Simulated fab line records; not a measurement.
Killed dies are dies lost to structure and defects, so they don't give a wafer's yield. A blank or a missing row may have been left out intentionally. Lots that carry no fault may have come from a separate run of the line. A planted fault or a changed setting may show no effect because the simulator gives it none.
fab line records + flow gf180mcu + part 2 of 2: steps 26 to 36 of 36
record:
- lots: 5
- wafers: 15
- last_day: 34
route steps=602 shown CONTACT@301 M1@315 V1@335
lots that met no fault: from a run of the same line without faults
start_h: start of the lot's first displayed wafer, in hours after the record's first day + wait_h: how many hours have passed since the lot's step before this one + " the same as in the row above + L1.1+2: several wafers, shown together as one row + - no value, or no start was given + * or withheld: withheld + < > ~ a bound
route shown NAME@n: a module of which the file shows steps, and the number in the route of the first + usual: average and standard deviation across the fault-free wafers + same: alike in all rows + chamber/n: place in a boat + sites: each site's reading + _std_site: how widely they spread, as a standard deviation + _edge_site: the outer-site mean with the inner-site mean subtracted + radius_mm: for every site, how far away it sits from the centre of the wafer + mask NAME#n: copy n + behind: the last tool/chamber to shape the wafer + hold: the reason the lot was held/the length of the hold in hours/how it ended + device: which transistor (n, p or np) failed to switch + end of line: tests run on the same wafers once the route is complete + step lacking rows: just its recipe + killed: not the wafer's yield, but the dies lost to structure and defects at the first sort + map: dies across one wafer; x = killed, . = not, _ = none there
set.NAME: the setting the step ran with; set.NAME@STEP: the setting that earlier step ran with + model.NAME: the simulator's own value behind a step, which no gauge read
a table for each step, a row for each wafer; lots at some steps of the route
services: from which hour (start_h, from the record's first day; less than 0 if before it) a tool's chamber was out of use, for how many hours, and why
== steps ==
step: GF_M1_EXPOSE_11
recipe:
- mask_id: Metal1
- target_cd_nm: 230
- na: 0.68
- source_shape: conventional
- sigma_outer: 0.6
- dose_mj: 28
| lot.wafer  | tool           | chamber | start_h | wait_h | mask     |
|------------|----------------|---------|---------|--------|----------|
| L075.2+5+6 | krf_scanner-01 | 0       | -       | -      | Metal1#0 |
| L078.2+4+5 | krf_scanner-01 | 0       | -       | -      | Metal1#0 |
| L087.3+4+5 | krf_scanner-02 | 0       | -       | -      | Metal1#0 |
| L096.2+5+6 | krf_scanner-02 | 0       | -       | -      | Metal1#0 |
| L097.2+3+4 | krf_scanner-02 | 0       | -       | -      | Metal1#0 |
step: GF_M1_PEB_12
recipe:
- peb_temp_c: 135
- peb_time_s: 90
- resist: KrF
usual:
- heater_power_total_W: 85.70/0.084
| lot.wafer | tool           | chamber | start_h | wait_h | heater_power_total_W |
|-----------|----------------|---------|---------|--------|----------------------|
| L075.2    | litho_track-02 | 0       | -       | -      | 85.74                |
| L075.5    | "              | 0       | "       | "      | 85.68                |
| L075.6    | "              | 0       | "       | "      | 85.73                |
| L078.2    | litho_track-01 | 0       | -       | -      | 85.71                |
| L078.4    | "              | 0       | "       | "      | 85.68                |
| L078.5    | "              | 0       | "       | "      | 85.75                |
| L087.3    | litho_track-02 | 0       | -       | -      | 85.66                |
| L087.4    | "              | 0       | "       | "      | 85.68                |
| L087.5    | "              | 0       | "       | "      | 85.54                |
| L096.2    | litho_track-02 | 0       | -       | -      | 85.61                |
| L096.5    | "              | 0       | "       | "      | 85.52                |
| L096.6    | "              | 0       | "       | "      | 85.76                |
| L097.2    | litho_track-03 | 0       | -       | -      | 85.78                |
| L097.3    | "              | 0       | "       | "      | 85.72                |
| L097.4    | "              | 0       | "       | "      | 85.63                |
step: GF_M1_DEVELOP_13
recipe:
- develop_time_s: 60
- dev_temp_c: 21
same:
- develop_time_s: 60
| lot.wafer  | tool           | chamber | start_h | wait_h |
|------------|----------------|---------|---------|--------|
| L075.2+5+6 | litho_track-02 | 0       | 397.36  | 0.2    |
| L078.2+4+5 | litho_track-01 | 0       | 427.18  | 0.2    |
| L087.3+4+5 | litho_track-02 | 0       | 504.48  | 0.1    |
| L096.2+5+6 | litho_track-02 | 0       | 574.41  | 0.2    |
| L097.2+3+4 | litho_track-03 | 0       | 581.14  | 0.2    |
step: GF_M1_CD_MEAS_14
recipe:
- target_cd_nm: 230
usual:
- cd_nm: 230.1/1
| lot.wafer | tool      | chamber | start_h | wait_h | cd_nm |
|-----------|-----------|---------|---------|--------|-------|
| L075.2    | cd_sem-01 | -       | 397.51  | 0.1    | 230.4 |
| L075.5    | "         | -       | "       | "      | 230.8 |
| L075.6    | "         | -       | "       | "      | 230.6 |
| L078.2    | cd_sem-01 | -       | 427.32  | 0.1    | 230.1 |
| L078.4    | "         | -       | "       | "      | 229.8 |
| L078.5    | "         | -       | "       | "      | 228.8 |
| L087.3    | cd_sem-02 | -       | 504.62  | 0.1    | 230.4 |
| L087.4    | "         | -       | "       | "      | 229.2 |
| L087.5    | "         | -       | "       | "      | 229.2 |
| L096.2    | cd_sem-02 | -       | 574.55  | 0.1    | 230.1 |
| L096.5    | "         | -       | "       | "      | 231.3 |
| L096.6    | "         | -       | "       | "      | 231.2 |
| L097.2    | cd_sem-01 | -       | 581.29  | 0.1    | 228.4 |
| L097.3    | "         | -       | "       | "      | 229.4 |
| L097.4    | "         | -       | "       | "      | 228.1 |
step: GF_M1_OVL_MEAS_15
usual:
- M1_OVL: -2/5.1
| lot.wafer | tool       | chamber | start_h | wait_h | M1_OVL[nm] |
|-----------|------------|---------|---------|--------|------------|
| L075.2    | overlay-01 | -       | 397.61  | 0.1    | 2          |
| L075.5    | "          | -       | "       | "      | 3          |
| L075.6    | "          | -       | "       | "      | -5         |
| L078.2    | overlay-02 | -       | 427.43  | 0.1    | 1          |
| L078.4    | "          | -       | "       | "      | 4          |
| L078.5    | "          | -       | "       | "      | -1         |
| L087.3    | overlay-01 | -       | 504.72  | 0.1    | -3         |
| L087.4    | "          | -       | "       | "      | 4          |
| L087.5    | "          | -       | "       | "      | -3         |
| L096.2    | overlay-02 | -       | 574.66  | 0.1    | -2         |
| L096.5    | "          | -       | "       | "      | -6         |
| L096.6    | "          | -       | "       | "      | -1         |
| L097.2    | overlay-02 | -       | 581.39  | 0.1    | 1          |
| L097.3    | "          | -       | "       | "      | -4         |
| L097.4    | "          | -       | "       | "      | -2         |
step: GF_M1_METAL_ETCH_16
recipe:
- chemistry: Cl2/BCl3
- mask_material: KrF
- target_depth_nm: 627.5
- stop_on: SiO2
- pressure_mtorr: 8
- icp_w: 800
- bias_w: 140
- Cl2_flow_sccm: 80
- bcl3_flow_sccm: 40
- time_s: 104.6
usual:
- drypump_motor_current_A: 5.70/0.23
- oes_product_au: 0.970/0.0066
- throttle_valve_pct: 28.252/0.011
| lot.wafer | tool         | chamber | start_h | wait_h | drypump_motor_current_A | oes_product_au | rf_hours_counter_h | throttle_valve_pct |
|-----------|--------------|---------|---------|--------|-------------------------|----------------|--------------------|--------------------|
| L075.2    | rie_metal-03 | 0       | 397.64  | 0.0    | 5.81                    | 0.969          | 8.4                | 28.243             |
| L075.5    | "            | 1       | "       | "      | 5.40                    | 0.974          | -                  | 28.245             |
| L075.6    | "            | 0       | "       | "      | 5.79                    | 0.965          | -                  | 28.236             |
| L078.2    | rie_metal-02 | 0       | 427.46  | 0.0    | 6.07                    | 0.972          | 4.8                | 28.248             |
| L078.4    | "            | 1       | "       | "      | 5.68                    | 0.968          | -                  | 28.255             |
| L078.5    | "            | 1       | "       | "      | 5.69                    | 0.974          | -                  | 28.261             |
| L087.3    | rie_metal-03 | 1       | 504.78  | 0.1    | 5.41                    | 0.970          | -                  | 28.252             |
| L087.4    | "            | 0       | "       | "      | 5.83                    | 0.976          | -                  | 28.258             |
| L087.5    | "            | 1       | "       | "      | 5.41                    | 0.965          | -                  | 28.254             |
| L096.2    | rie_metal-02 | 1       | 574.69  | 0.0    | 5.68                    | 0.981          | 11.5               | 28.260             |
| L096.5    | "            | 0       | "       | "      | 6.09                    | 0.960          | -                  | 28.232             |
| L096.6    | "            | 1       | "       | "      | 5.69                    | 0.979          | -                  | 28.251             |
| L097.2    | rie_metal-03 | 0       | 581.46  | 0.1    | 5.81                    | 0.980          | -                  | 28.225             |
| L097.3    | "            | 0       | "       | "      | 5.81                    | 0.979          | -                  | 28.249             |
| L097.4    | "            | 0       | "       | "      | 5.83                    | 0.980          | -                  | 28.265             |
step: GF_M1_STRIP_17
recipe:
- chemistry: O2/N2
- power_w: 1400
- pressure_mtorr: 1500
- platen_temp_c: 250
- o2_flow_sccm: 3000
- n2_flow_sccm: 300
- overash_fraction: 0.5
usual:
- drypump_motor_current_A: 5.91/0.16
- heater_power_w: 310/49
- oes_product_au: 0.557/0.0045
- strip_time_to_endpoint_s: 7.85/0.048
| lot.wafer | tool            | chamber | start_h | wait_h | drypump_motor_current_A | heater_power_w | oes_product_au | rf_hours_counter_h | strip_time_to_endpoint_s |
|-----------|-----------------|---------|---------|--------|-------------------------|----------------|----------------|--------------------|--------------------------|
| L075.2    | plasma_asher-02 | 1       | 397.75  | 0.1    | 5.59                    | 312            | 0.557          | 29                 | 7.87                     |
| L075.5    | "               | 0       | "       | "      | 6.04                    | 262            | 0.559          | -                  | 7.89                     |
| L075.6    | "               | 1       | "       | "      | 5.63                    | 301            | 0.552          | -                  | 7.80                     |
| L078.2    | plasma_asher-03 | 1       | 427.57  | 0.1    | 6.11                    | 331            | 0.556          | 78                 | 7.90                     |
| L078.4    | "               | 1       | "       | "      | 6.11                    | 323            | 0.559          | -                  | 7.81                     |
| L078.5    | "               | 0       | "       | "      | 5.72                    | 256            | 0.556          | -                  | 7.83                     |
| L087.3    | plasma_asher-01 | 0       | 504.88  | 0.1    | 5.90                    | 413            | 0.555          | -                  | 7.81                     |
| L087.4    | "               | 1       | "       | "      | 5.94                    | 303            | 0.559          | -                  | 7.77                     |
| L087.5    | "               | 0       | "       | "      | 5.89                    | 414            | 0.553          | -                  | 7.78                     |
| L096.2    | plasma_asher-03 | 0       | 574.80  | 0.1    | 5.75                    | 263            | 0.565          | 96                 | 7.87                     |
| L096.5    | "               | 1       | "       | "      | 6.12                    | 316            | 0.553          | -                  | 7.91                     |
| L096.6    | "               | 0       | "       | "      | 5.75                    | 256            | 0.560          | -                  | 7.86                     |
| L097.2    | plasma_asher-01 | 0       | 581.65  | 0.1    | 5.89                    | 411            | 0.560          | 76                 | 7.79                     |
| L097.3    | "               | 1       | "       | "      | 5.94                    | 308            | 0.554          | -                  | 7.80                     |
| L097.4    | "               | 0       | "       | "      | 5.87                    | 420            | 0.552          | -                  | 7.78                     |
step: GF_M1_STRIP_18
recipe:
- chemistry: post_etch_residue_remover
- time_s: 1200
- temp_c: 72.5
| lot.wafer  | tool         | chamber | start_h | wait_h |
|------------|--------------|---------|---------|--------|
| L075.2+5+6 | wet_bench-02 | 1       | 397.85  | 0.1    |
| L078.2+4+5 | wet_bench-02 | 2       | 427.67  | 0.1    |
| L087.3+4+5 | wet_bench-02 | 2       | 504.95  | 0.0    |
| L096.2+5+6 | wet_bench-01 | 3       | 574.90  | 0.1    |
| L097.2+3+4 | wet_bench-01 | 1       | 581.75  | 0.1    |
step: GF_M1_CLEAN_19
recipe:
- chemistry: DIW
- dry: n2_spin
| lot.wafer  | tool         | chamber | start_h | wait_h |
|------------|--------------|---------|---------|--------|
| L075.2+5+6 | wet_bench-01 | 2       | 398.23  | 0.0    |
| L078.2+4+5 | wet_bench-01 | 3       | 428.04  | 0.0    |
| L087.3+4+5 | wet_bench-04 | 3       | 505.70  | 0.0    |
| L096.2+5+6 | wet_bench-04 | 1       | 575.24  | 0.0    |
| L097.2+3+4 | wet_bench-04 | 3       | 582.09  | 0.0    |
step: GF_V1_CVD_00
recipe:
- material: SiO2
- target_thk_nm: 600
- sigma_open_frac: 0.3
- temp_c: 400
- time_s: 100
- sih4_flow_sccm: 60
- pressure_mtorr: 6
| lot.wafer  | tool      | chamber | start_h | wait_h |
|------------|-----------|---------|---------|--------|
| L075.2+5+6 | hdpcvd-02 | 0,2,0   | 398.34  | 0.0    |
| L078.2+4+5 | hdpcvd-01 | 1,0,1   | 428.13  | 0.0    |
| L087.3+4+5 | hdpcvd-02 | 2,0,1   | 505.79  | 0.0    |
| L096.2+5+6 | hdpcvd-01 | 0,2,1   | 575.33  | 0.0    |
| L097.2+3+4 | hdpcvd-02 | 2,0,1   | 582.19  | 0.0    |
step: GF_V1_THK_MEAS_01
recipe:
- reads: SiO2_of_V1_CVD_00
usual:
- V1_CVD_00_THK: 599/5.1
| lot.wafer | tool          | chamber | start_h | wait_h | V1_CVD_00_THK[nm] |
|-----------|---------------|---------|---------|--------|-------------------|
| L075.2    | film_metro-04 | -       | 398.42  | 0.0    | 594               |
| L075.5    | "             | -       | "       | "      | 600               |
| L075.6    | "             | -       | "       | "      | 606               |
| L078.2    | film_metro-03 | -       | 428.22  | 0.0    | 600               |
| L078.4    | "             | -       | "       | "      | 605               |
| L078.5    | "             | -       | "       | "      | 605               |
| L087.3    | film_metro-03 | -       | 505.88  | 0.1    | 601               |
| L087.4    | "             | -       | "       | "      | 605               |
| L087.5    | "             | -       | "       | "      | 606               |
| L096.2    | film_metro-01 | -       | 575.42  | 0.0    | 601               |
| L096.5    | "             | -       | "       | "      | 591               |
| L096.6    | "             | -       | "       | "      | 604               |
| L097.2    | film_metro-03 | -       | 582.27  | 0.0    | 606               |
| L097.3    | "             | -       | "       | "      | 595               |
| L097.4    | "             | -       | "       | "      | 596               |
== services ==
| tool            | chamber | start_h | hours | kind   |
|-----------------|---------|---------|-------|--------|
| rie_diel-03     | 3       | 353.57  | 14.6  | repair |
| cvd_w-01        | -       | 357.24  | 6.0   | pm     |
| rie_diel-03     | -       | 366.49  | 0.8   | repair |
| hdpcvd-02       | 0       | 374.85  | 5.2   | repair |
| plasma_asher-01 | -       | 393.30  | 4.9   | pm     |
| cmp-02          | -       | 404.23  | 4.0   | pm     |
| plasma_asher-03 | -       | 423.43  | 1.2   | repair |
| krf_scanner-02  | -       | 425.38  | 1.0   | pm     |
| rie_metal-03    | -       | 425.51  | 1.2   | repair |
| rie_metal-03    | -       | 430.95  | 2.8   | pm     |
| cmp-02          | -       | 447.26  | 3.5   | repair |
| cvd_w-01        | -       | 451.37  | 10.0  | repair |
| rie_diel-03     | -       | 452.61  | 4.3   | pm     |
| cmp-02          | -       | 471.27  | 0.3   | repair |
| rie_diel-03     | 3       | 480.51  | 5.7   | repair |
| rie_diel-03     | 0       | 492.87  | 15.2  | repair |
| cmp-02          | -       | 498.70  | 1.8   | repair |
| cmp-02          | -       | 511.62  | 6.3   | repair |
| cvd_w-01        | 0       | 514.63  | 21.0  | repair |
| cmp-02          | -       | 519.16  | 0.4   | repair |
| pvd_sputter-04  | -       | 566.72  | 5.2   | repair |
| wet_bench-02    | -       | 572.46  | 12.5  | repair |
| pvd_sputter-02  | -       | 579.16  | 1.7   | repair |
| cvd_w-01        | -       | 579.53  | 0.4   | repair |
